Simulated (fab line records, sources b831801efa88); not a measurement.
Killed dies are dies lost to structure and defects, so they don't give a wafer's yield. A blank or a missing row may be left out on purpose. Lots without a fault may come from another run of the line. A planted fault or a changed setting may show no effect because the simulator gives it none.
Chamber matching | flow sky130 | SKY_VIA4_CMP_21 on cmp-01: 4 sister chambers
The step polishes, stops on SiO2, t overpolish 25 s, target thk 0 nm. 14 wafers are shown with their chamber, then 7 later ones without.

WAFERS WITH THEIR CHAMBER
wafer  | chamber | motor_current_A (A) | overpolish_run_s (s) | time_to_endpoint_s (s)
L705.1 | 1       | 11.5                | 25.005               | 119
L705.3 | 2       | 12.0                | 25.008               | 120
L705.4 | 3       | 13.9                | 25.005               | 121
L707.4 | 3       | 13.0                | 24.998               | 120
L707.5 | 3       | 13.6                | 25.012               | 118
L707.6 | 0       | 9.9                 | 25.023               | 119
L708.2 | 1       | 11.5                | 24.983               | 124
L708.4 | 0       | 10.8                | 24.998               | 123
L708.5 | 3       | 12.8                | 25.018               | 127
L710.1 | 2       | 11.9                | 25.018               | 121
L710.2 | 3       | 12.6                | 24.993               | 124
L710.4 | 1       | 11.4                | 24.987               | 122
L713.2 | 2       | 12.0                | 24.985               | 119
L713.4 | 0       | 10.1                | 25.007               | 118

SIGNATURES (means of the wafers above)
reading            | chamber 0 | chamber 1 | chamber 2 | chamber 3 | scatter within a chamber
motor_current_A    | 10.267    | 11.467    | 11.967    | 13.180    | 0.408
overpolish_run_s   | 25.00933  | 24.99167  | 25.00367  | 25.00520  | 0.0126
time_to_endpoint_s | 120.00    | 121.67    | 120.00    | 122.00    | 2.8
Rule: a wafer's distance from a chamber is the root of the sum, over the readings, of the square of ((its reading less the chamber's mean) divided by the reading's scatter). The wafer belongs to the nearest chamber; if the next one is less than 2 further off, it can't be placed. The scatter: the root of (the sum of the squares of (reading less its chamber's mean) over the shown wafers, divided by (wafers less chambers)).

WAFERS WITHOUT THEIR CHAMBER
wafer  | motor_current_A (A) | overpolish_run_s (s) | time_to_endpoint_s (s)
L713.6 | 12.0                | 25.005               | 115
L715.1 | 13.5                | 24.998               | 125
L715.2 | 11.7                | 25.011               | 117
L715.3 | 12.1                | 24.998               | 116
L719.2 | 10.9                | 25.009               | 117
L719.3 | 13.7                | 25.002               | 124
L719.4 | 12.3                | 25.000               | 118

WHICH CHAMBER EACH WENT THROUGH
wafer  | from the rows above          | in truth
L713.6 | can't be placed: 2 or 1      | 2
L715.1 | 3                            | 3
L715.2 | can't be placed: 2 or 1      | 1
L715.3 | can't be placed: 2 or 1 or 3 | 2
L719.2 | can't be placed: 0 or 1 or 2 | 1
L719.3 | 3                            | 3
L719.4 | can't be placed: 2 or 1 or 3 | 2
Placed correctly: 2 of 7. Can't be placed from these rows: 5 (the true chamber is among the candidates in 5). Placed wrongly: 0.
